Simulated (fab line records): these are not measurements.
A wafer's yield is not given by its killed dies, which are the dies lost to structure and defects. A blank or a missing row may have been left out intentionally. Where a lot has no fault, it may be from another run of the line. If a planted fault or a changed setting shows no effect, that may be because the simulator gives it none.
2 desks, one fault :: flow gf180mcu :: only its own numbers are on each desk; what lay behind them is given at the end

## FROM THE METROLOGY DESK
Lot by lot, what the gauges showed, no matter which tool ran the lot: averages of those sampled wafers that carry a number. Any lot whose mean is over 4 standard deviations away from the usual mean is out of limits and marked OUT; that distance is given in the brackets.
Columns: A = cd-nm at GF_TOP_METAL_CD_MEAS_14, usual 439.7 nm; B = PASSIVATION_CVD_00_THK at GF_PASSIVATION_THK_MEAS_01, usual 1004 nm
lot: L756
first seen here: day 28 06:22
A: 439.2
B: 1003

lot: L757
first seen here: day 28 15:31
A: 443.9
B: 1009

lot: L758
first seen here: day 28 19:07
A: 439.7
B: 1020

lot: L760
first seen here: day 29 14:20
A: 445.1
B: 1017

lot: L762
first seen here: day 30 01:58
A: 436.9
B: 991

lot: L763
first seen here: day 30 05:06
A: 441.7
B: 1003

lot: L766
first seen here: day 31 05:41
A: 437.0
B: 1018

lot: L767
first seen here: day 31 16:05
A: 439.6
B: 994

lot: L768
first seen here: day 31 18:35
A: 440.5
B: 998

lot: L769
first seen here: day 31 23:50
A: 440.7
B: 1011

lot: L771
first seen here: day 32 10:05
A: 442.4
B: 1003

lot: L772
first seen here: day 32 21:38
A: 439.4
B: 994

lot: L779
first seen here: day 34 08:02
A: 438.7
B: 1001
Finding of this desk: none of the 13 lots has anything out of limits.

## THE TOOL OWNER'S DESK: wet-bench-04
The tool's own readings at GF_TOP_METAL_STRIP_18 (strips in post etch residue remover, time 1200 s): means of the sampled wafers that have a number, for each lot that ran on this tool. Any lot whose mean is over 4 standard deviations away from the usual mean is out of limits and marked OUT; that distance is given in the brackets.
Columns: A = temp-c at GF_TOP_METAL_STRIP_18, usual 72.51 C
lot: L758
first seen here: day 28 19:31
A: 72.55

lot: L763
first seen here: day 30 05:31
A: 72.68

lot: L766
first seen here: day 31 06:06
A: 72.67

lot: L767
first seen here: day 31 16:31
A: 72.50

lot: L769
first seen here: day 32 00:16
A: 72.52

lot: L772
first seen here: day 32 22:14
A: 72.40
Finding of this desk: none of the 6 lots has anything out of limits.

## TAKEN TOGETHER
At the metrology desk, nothing out of limits was observed.
The tool owner's desk saw nothing out of limits.

## WHAT THE SIMULATOR PUT IN
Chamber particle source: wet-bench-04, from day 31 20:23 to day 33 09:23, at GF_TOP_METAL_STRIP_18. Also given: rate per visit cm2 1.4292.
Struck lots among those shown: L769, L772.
